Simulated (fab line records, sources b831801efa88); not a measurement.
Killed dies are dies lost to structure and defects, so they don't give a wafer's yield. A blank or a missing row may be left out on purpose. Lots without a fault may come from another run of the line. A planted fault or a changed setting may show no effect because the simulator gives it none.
Which tool did it? | flow sky130 | 11 lots, 33 wafers sampled, at 5 steps of a route of 708

WHAT THE GAUGES READ, wafer by wafer
SKY_LDD_P_TW_MEAS_11. Usual: LDD_P_TW 635, standard deviation 4.
lot  | measured     | on            | LDD_P_TW                | flag
L729 | day 20 01:32 | film_metro-03 | 653 649 650 650 652 651 | OFF
L730 | day 20 01:41 | film_metro-01 | 651 651 656 651 651 653 | OFF
L738 | day 22 23:46 | film_metro-02 | 635 634 631             |
L741 | day 24 01:24 | film_metro-02 | 626 626 629             |
L742 | day 24 15:12 | film_metro-01 | 635 636 631             |
L743 | day 24 18:34 | film_metro-02 | 632 631 629             |
L744 | day 24 23:24 | film_metro-01 | 634 636 635             |
L745 | day 25 08:36 | film_metro-02 | 630 629 626             |
L746 | day 25 11:42 | film_metro-03 | 637 632 637             |
L748 | day 26 07:25 | film_metro-02 | 634 636 634             |
L751 | day 27 07:19 | film_metro-02 | 627 630 628             |

SKY_CONTACT_THK_MEAS_03. Usual: CONTACT_HDPCVD_THK 563 nm, standard deviation 7.5.
lot  | measured     | on            | CONTACT_HDPCVD_THK (nm) | flag
L729 | day 31 07:19 | film_metro-01 | 556 564 550             |
L730 | day 31 08:53 | film_metro-04 | 559 563 543             |
L738 | day 34 01:50 | film_metro-01 | 570 558 569             |
L741 | day 34 21:08 | film_metro-03 | 549 559 561             |
L742 | day 35 08:25 | film_metro-03 | 571 565 572             |
L743 | day 35 14:05 | film_metro-01 | 573 569 575             |
L744 | day 35 18:12 | film_metro-01 | 571 566 562             |
L745 | day 36 01:47 | film_metro-03 | 545 544 555             |
L746 | day 36 04:33 | film_metro-03 | 563 555 561             |
L748 | day 36 22:08 | film_metro-03 | 566 564 568             |
L751 | day 37 21:29 | film_metro-01 | 567 559 571             |

WHICH TOOL RAN EACH LOT (tool, then ch and the chambers of the sampled wafers, then the start)
lot  | SKY_FIELD_ISO_STRIP_16              | SKY_LDD_P_IMPLANT_09            | SKY_LOCAL_INTERCONNECT_STRIP_15
L729 | plasma_asher-03 ch 0,1, day 2 12:13 | implanter-01 ch 0, day 20 01:19 | plasma_asher-04 ch 0,1, day 31 06:35
L730 | plasma_asher-04 ch 0,1, day 2 15:17 | implanter-01 ch 0, day 20 01:28 | plasma_asher-02 ch 0,1, day 31 07:49
L738 | plasma_asher-03 ch 1, day 4 10:22   | implanter-04 ch 0, day 22 23:31 | plasma_asher-03 ch 0,1, day 34 01:04
L741 | plasma_asher-01 ch 0,1, day 5 00:30 | implanter-04 ch 0, day 24 01:09 | plasma_asher-04 ch 0,1, day 34 20:22
L742 | plasma_asher-01 ch 0,1, day 5 08:48 | implanter-01 ch 0, day 24 14:57 | plasma_asher-02 ch 0,1, day 35 07:37
L743 | plasma_asher-04 ch 0,1, day 5 10:24 | implanter-04 ch 0, day 24 18:19 | plasma_asher-04 ch 1, day 35 13:19
L744 | plasma_asher-01 ch 0,1, day 5 16:01 | implanter-02 ch 0, day 24 23:11 | plasma_asher-02 ch 0,1, day 35 17:28
L745 | plasma_asher-04 ch 0,1, day 5 21:28 | implanter-01 ch 0, day 25 08:23 | plasma_asher-03 ch 0,1, day 36 01:02
L746 | plasma_asher-03 ch 0,1, day 6 02:09 | implanter-01 ch 0, day 25 11:27 | plasma_asher-03 ch 0,1, day 36 03:48
L748 | plasma_asher-04 ch 0, day 6 13:40   | implanter-04 ch 0, day 26 07:10 | plasma_asher-03 ch 0,1, day 36 21:23
L751 | plasma_asher-04 ch 0, day 7 04:15   | implanter-02 ch 0, day 27 07:04 | plasma_asher-03 ch 0,1, day 37 20:44
- SKY_FIELD_ISO_STRIP_16: strips in O2/N2.
- SKY_LDD_P_IMPLANT_09
- SKY_LOCAL_INTERCONNECT_STRIP_15: strips in O2/N2.

WHAT THE TOOLS THEMSELVES READ (means of the sampled wafers that have a number; where no wafer has one, the mark that the record gives instead)
SKY_FIELD_ISO_STRIP_16. Usual: drypump_motor_current_A 5.6 A, standard deviation 0.34; o2_flow_sccm 3002 sccm, standard deviation 9.2; oes_product_au 0.379 a.u., standard deviation 0.0049; strip_time_to_endpoint_s 3.58 s, standard deviation 0.048.
lot  | tool            | drypump_motor_current_A (A) | o2_flow_sccm (sccm) | oes_product_au (a.u.) | strip_time_to_endpoint_s (s) | flag
L729 | plasma_asher-03 | 5.6                         | 3005                | 0.382                 | 3.60                         |
L730 | plasma_asher-04 | 5.5                         | 3013                | 0.380                 | 3.57                         |
L738 | plasma_asher-03 | 5.6                         | 3005                | 0.380                 | 3.58                         |
L741 | plasma_asher-01 | 6.0                         | 2986                | 0.376                 | 3.54                         |
L742 | plasma_asher-01 | 6.0                         | 3008                | 0.382                 | 3.57                         |
L743 | plasma_asher-04 | 5.4                         | 3008                | 0.378                 | 3.59                         |
L744 | plasma_asher-01 | 6.1                         | 3005                | 0.381                 | 3.60                         |
L745 | plasma_asher-04 | 5.5                         | 2998                | 0.381                 | 3.63                         |
L746 | plasma_asher-03 | 5.6                         | 2996                | 0.383                 | 3.56                         |
L748 | plasma_asher-04 | 5.6                         | 2999                | 0.379                 | 3.60                         |
L751 | plasma_asher-04 | 5.6                         | 3014                | 0.378                 | 3.58                         |

SKY_LDD_P_IMPLANT_09. Usual: beam_energy_keV 25.001, standard deviation 0.0076.
lot  | tool         | beam_energy_keV | flag
L729 | implanter-01 | 27.054          | OFF
L730 | implanter-01 | 27.053          | OFF
L738 | implanter-04 | 24.992          |
L741 | implanter-04 | 25.007          |
L742 | implanter-01 | 25.007          |
L743 | implanter-04 | 25.001          |
L744 | implanter-02 | 24.992          |
L745 | implanter-01 | 25.009          |
L746 | implanter-01 | 25.006          |
L748 | implanter-04 | 25.003          |
L751 | implanter-02 | 25.000          |

SKY_LOCAL_INTERCONNECT_STRIP_15. Usual: drypump_motor_current_A 5.57 A, standard deviation 0.25; o2_flow_sccm 2999 sccm, standard deviation 9.8; oes_product_au 0.427 a.u., standard deviation 0.0046; strip_time_to_endpoint_s 4.727 s, standard deviation 0.022.
lot  | tool            | drypump_motor_current_A (A) | o2_flow_sccm (sccm) | oes_product_au (a.u.) | strip_time_to_endpoint_s (s) | flag
L729 | plasma_asher-04 | 5.28                        | 3009                | 0.424                 | 4.745                        |
L730 | plasma_asher-02 | 5.92                        | 2995                | 0.425                 | 4.730                        |
L738 | plasma_asher-03 | 5.53                        | 3000                | 0.430                 | 4.744                        |
L741 | plasma_asher-04 | 5.40                        | 2990                | 0.425                 | 4.728                        |
L742 | plasma_asher-02 | 5.81                        | 2996                | 0.426                 | 4.734                        |
L743 | plasma_asher-04 | 5.11                        | 2999                | 0.427                 | 4.725                        |
L744 | plasma_asher-02 | 5.90                        | 2989                | 0.421                 | 4.698                        |
L745 | plasma_asher-03 | 5.56                        | 2999                | 0.423                 | 4.705                        |
L746 | plasma_asher-03 | 5.51                        | 3000                | 0.429                 | 4.737                        |
L748 | plasma_asher-03 | 5.53                        | 2989                | 0.427                 | 4.737                        |
L751 | plasma_asher-03 | 5.54                        | 3007                | 0.429                 | 4.728                        |

THE ANSWER, worked out from the rows above alone
Rule: a lot is off if the mean of its wafers that have a number lies more than 3 standard deviations from the usual mean. A lot without any number at a reading at which 4 lots or more have one is off too. The other lots that the step has rows for count as sound. The gauges are gone through in route order, then the tools' own readings, and for those a lot's mean is taken as printed above. The first step at which some lot is off is used, and at that step the reading that is off furthest; a lot without a number counts as furthest.
Off: L729, L730, at SKY_LDD_P_TW_MEAS_11 (LDD_P_TW).
A tool fits if, at a process step before that reading, it ran every lot that is off, and no sound lot after the first of them. The gauges at SKY_LDD_P_TW_MEAS_11 aren't tried: what is off there is off at SKY_LDD_P_IMPLANT_09 too, on other tools, and a gauge's error can't cause that. None of those tried fits.

WHAT THE SIMULATOR HAD PUT IN
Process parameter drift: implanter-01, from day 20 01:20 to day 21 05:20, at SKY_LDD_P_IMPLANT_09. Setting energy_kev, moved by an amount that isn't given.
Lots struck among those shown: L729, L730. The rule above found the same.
